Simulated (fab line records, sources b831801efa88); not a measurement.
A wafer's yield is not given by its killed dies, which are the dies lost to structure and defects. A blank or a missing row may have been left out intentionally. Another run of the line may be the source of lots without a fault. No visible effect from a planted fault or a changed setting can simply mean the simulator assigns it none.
Which tool is to blame? | flow sky130 | 12 lots, 36 wafers sampled, at 2 steps of a route of 708

WHAT EACH GAUGE READ, for each wafer
SKY_METAL3_OVL_MEAS_14.
lot  | measured     | on         | METAL3_OVL (nm)
L303 | day 38 13:45 | overlay-01 | 5 -6 -11
L304 | day 39 03:19 | overlay-01 | -7 -8 -8
L305 | day 39 05:21 | overlay-02 | -10 -1 -8
L308 | day 40 09:16 | overlay-01 | -2 0 -2
L309 | day 40 10:12 | overlay-02 | -3 -6 -1
L311 | day 41 19:01 | overlay-01 | 3 -6 -3
L310 | day 41 20:45 | overlay-01 | -4 -7 0
L313 | day 41 21:22 | overlay-02 | 10 -2 5
L312 | day 41 21:24 | overlay-01 | 2 10 1
L315 | day 42 07:15 | overlay-01 | -4 -2 -7
L320 | day 43 11:25 | overlay-01 | 2 2 5
L321 | day 43 18:56 | overlay-01 | -5 1 -10

TOOL THAT RAN EACH LOT (tool first, then ch and the chambers of the sampled wafers, then the start)
lot  | SKY_CAPM_STRIP_14
L303 | plasma_asher-04 ch 0,1, day 37 11:47
L304 | plasma_asher-01 ch 0,1, day 38 01:38
L305 | plasma_asher-04 ch 0,1, day 38 03:23
L308 | plasma_asher-02 ch 0,1, day 39 07:38
L309 | plasma_asher-04 ch 0,1, day 39 09:02
L311 | plasma_asher-04 ch 0,1, day 40 18:23
L310 | plasma_asher-02 ch 0,1, day 40 19:41
L313 | plasma_asher-01 ch 0,1, day 40 20:23
L312 | plasma_asher-02 ch 0,1, day 40 20:41
L315 | plasma_asher-04 ch 0,1, day 41 06:32
L320 | plasma_asher-02 ch 0,1, day 42 11:53
L321 | plasma_asher-01 ch 0,1, day 42 19:41
- SKY_CAPM_STRIP_14: strips in O2/N2.

WHAT THE TOOLS THEMSELVES READ (means of the sampled wafers that have a number; where no wafer has one, the mark that the record gives instead)
SKY_CAPM_STRIP_14.
lot  | tool            | drypump_motor_current_A (A) | o2_flow_sccm (sccm) | oes_product_au (a.u.) | strip_time_to_endpoint_s (s)
L303 | plasma_asher-04 | 5.3                         | 3005                | 0.708                 | 12.56
L304 | plasma_asher-01 | 5.9                         | 2995                | 0.710                 | 12.57
L305 | plasma_asher-04 | 5.3                         | 3000                | 0.709                 | 12.64
L308 | plasma_asher-02 | 5.6                         | 3001                | 0.713                 | 12.61
L309 | plasma_asher-04 | 5.9                         | 2992                | 0.711                 | 12.54
L311 | plasma_asher-04 | 5.9                         | 2996                | 0.710                 | 12.64
L310 | plasma_asher-02 | 5.5                         | 3002                | 0.713                 | 12.63
L313 | plasma_asher-01 | 5.7                         | 2992                | 0.710                 | 12.66
L312 | plasma_asher-02 | 5.5                         | 2999                | 0.713                 | 12.63
L315 | plasma_asher-04 | 5.3                         | 2995                | 0.713                 | 12.63
L320 | plasma_asher-02 | 5.5                         | 3003                | 0.713                 | 12.69
L321 | plasma_asher-01 | 5.9                         | 3006                | 0.703                 | 12.60

THE ANSWER, worked out from the rows above alone
Rule: what is usual is taken from the lots themselves. The widest of any qualifying gaps counts: lots, ordered by their means at a reading, are off when they make up no more than a third of the lots, leave a main group of 4 or more, and stand apart from it by 3 or more times the standard deviation of that group's means. A main group is skipped when, at the precision printed for the reading in the tables above, its means are all equal. Also off: a lot with no number at a reading for which 4 or more lots have one. Where the step has rows for the other lots, those lots are counted as sound. Order of review: gauges by route order, followed by the tools' own readings, for which a lot's mean as printed above is used. At the first step where some lot is off, the reading lying furthest off is the one used; lots without a number count as furthest.
Across all readings shown, no lot is off: no conclusion can be drawn from this.

WHAT THE SIMULATOR HAD INSERTED
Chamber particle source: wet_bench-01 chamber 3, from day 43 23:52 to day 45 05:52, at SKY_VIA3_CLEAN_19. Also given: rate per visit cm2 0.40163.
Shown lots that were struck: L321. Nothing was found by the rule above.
